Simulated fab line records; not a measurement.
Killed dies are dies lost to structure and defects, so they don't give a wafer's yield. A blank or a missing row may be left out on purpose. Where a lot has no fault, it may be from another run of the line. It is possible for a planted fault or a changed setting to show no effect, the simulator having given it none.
8D (eight disciplines) problem report, filled in by code -- flow sky130 -- the parts of the form that need people (team, actions taken, sign-off) are left out

## 1. WHAT IS WRONG
Wafers without a fault read 24, standard deviation 5; killed_at_contacts at SKY_PAD_OPEN_PROBE_99 reads a mean of 200 on 2 wafers belonging to 2 lots. Relative to the usual mean, that is a shift of +35 standard deviations.
Seen first at day 49 03:02 on prober-02, wafer L603.6. The record holds 39 wafers of 13 lots with a number at this step. Rule for "out", or "out of limits": more than 4 standard deviations from the usual mean. The other wafers with a number count as sound.

## 2. WHAT THIS IS AND IS NOT
question,is,is not
which readings at this step,"killed_at_contacts, killed_dies, killed_on_rim","killed_at_M0_to_M3, killed_at_M4_up, killed_at_front_end, killed_at_other, killed_open"
which lots,"L603, L605","L592, L593, L594, L595, L596, L597, L598, L599, L607, L613, L614"
which wafers of those lots,"L603.6, L605.2","L603.4, L603.5, L605.3, L605.5"
read on which tools,"prober-01, prober-02",-
when,from day 49 03:02,"up to then (26 sound wafers); but 11 sound wafers of L605, L607, L613, L614 came after"

## 3. SUSPECTS, AND WHAT RULES EACH OUT
Counting: a tool at a process step up to the reading stays a suspect if it ran every lot that is out. Sound lots after the first of them don't rule it out here, since some wafers of a struck lot are sound.
- cmp-02 at SKY_CONTACT_CMP_04 (polishes SiO2): kept. Every lot that is out went through it, the first being L603 (day 34 22:55); the last sound lot it ran before that was L599 (day 33 06:59).
- pecvd-04 at SKY_PASSIVATION_CVD_00 (deposits SiO2, target thk 90 nm): kept. Every lot that is out went through it, the first being L603 (day 47 10:05); the last sound lot it ran before that was L599 (day 46 05:01).
- In cmp-02 at SKY_CONTACT_CMP_04, the wafers that are out were processed in chamber 0 and their sound lot-mates in chambers 1, 2, 3.
Left after counting: cmp-02 at SKY_CONTACT_CMP_04, pecvd-04 at SKY_PASSIVATION_CVD_00.

## 4. THE CAUSE (what the simulator had put in)
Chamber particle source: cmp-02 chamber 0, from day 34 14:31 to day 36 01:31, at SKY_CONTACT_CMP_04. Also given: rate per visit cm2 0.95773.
This tool is one of the 2 suspects left after counting.

## 5. THE CHAIN OF EFFECTS, in route order
Each row: a reading where the mean over the struck wafers with a number is more than 3 standard deviations away from the usual. Only readings for which the record gives a usual standard deviation are gone through. hours: the time from each lot's start at the first step in this table that gives one to its start at this step, as a median over the lots. sigmas: the change in usual standard deviations.
hours,step,reading,usual,on struck wafers,change,sigmas
0,SKY_PAD_OPEN_PROBE_99,killed_at_contacts,24,200,+176,+35
0,SKY_PAD_OPEN_PROBE_99,killed_dies,85,255,+170,+17
0,SKY_PAD_OPEN_PROBE_99,killed_on_rim,17,51,+34,+8.7
It contains these process steps:
- SKY_PAD_OPEN_PROBE_99

## 6. HOW IT WOULD HAVE BEEN CAUGHT EARLIER
The fault began at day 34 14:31; the first out-of-limits reading in this record came at day 49 03:02, 349 hours later.
Tool readings at SKY_CONTACT_CMP_04 with a usual standard deviation given in the record: none out on any struck wafer, hence no alarm at a limit of 4 standard deviations on them.
Lots out: 2; all had begun SKY_CONTACT_CMP_04 on cmp-02 by day 49 03:02. Tool hold at that time: it would have spared none of them.
